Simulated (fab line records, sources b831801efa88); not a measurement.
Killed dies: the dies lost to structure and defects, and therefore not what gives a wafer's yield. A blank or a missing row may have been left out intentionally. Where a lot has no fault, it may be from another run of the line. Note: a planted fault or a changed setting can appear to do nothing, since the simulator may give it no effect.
Which tool was responsible?	flow gf180mcu	Sampling: 7 lots, 21 wafers, 3 of 602 route steps

== WHAT THE GAUGES READ, wafer by wafer ==
GF_M2_THK_MEAS_06: measures by xrf.
lot	measured	on	M2_ALCU_THK (nm)
L513	day 18 19:03	film_metro-02	448 452 448
L526	day 23 22:22	film_metro-01	454 453 450
L528	day 24 12:11	film_metro-02	445 453 447
L531	day 25 06:04	film_metro-03	445 447 448
L533	day 25 20:38	film_metro-01	452 439 445

== EACH LOT AND THE TOOL THAT RAN IT (in order: tool; ch and the chambers of the sampled wafers; start) ==
lot	GF_STI_WET_ETCH_28	GF_V1_CMP_26
L513	wet_bench-03 ch 3, day 2 15:14	cmp-01 ch 1,2,3, day 18 18:24
L515	wet_bench-03 ch 3, day 3 02:28	-
L517	wet_bench-03 ch 0, day 3 12:32	-
L526	wet_bench-04 ch 0, day 5 09:47	cmp-02 ch 1,2,3, day 23 21:47
L528	wet_bench-01 ch 3, day 5 20:13	cmp-02 ch 0,1, day 24 11:32
L531	wet_bench-03 ch 1, day 6 11:29	cmp-02 ch 0,2,3, day 25 05:31
L533	wet_bench-04 ch 3, day 6 21:13	cmp-01 ch 0,1,2, day 25 19:58
- GF_STI_WET_ETCH_28: etches SiO2 in dHF, target depth 20 nm, time 40 s.
- GF_V1_CMP_26: polishes, stops on SiO2, t overpolish 15 s, target thk 0 nm.

== THE ANSWER, worked out from the rows above alone ==
Rule: the lots themselves supply what counts as usual. Put in order of their means at a reading, lots are off if they are a third of the lots or fewer, leave a main group of 4 or more, and stand apart from it by a gap of 3 or more times the standard deviation of the main group's means; of several such gaps the widest counts. If all means in a main group match to the digits the tables above print for the reading, that group is not used. A lot without any number at a reading at which 4 lots or more have one is off too. Any other lot the step has rows for is counted as sound.
Across all readings shown, no lot is off: no conclusion can be drawn from this.

== WHAT THE SIMULATOR HAD PUT IN ==
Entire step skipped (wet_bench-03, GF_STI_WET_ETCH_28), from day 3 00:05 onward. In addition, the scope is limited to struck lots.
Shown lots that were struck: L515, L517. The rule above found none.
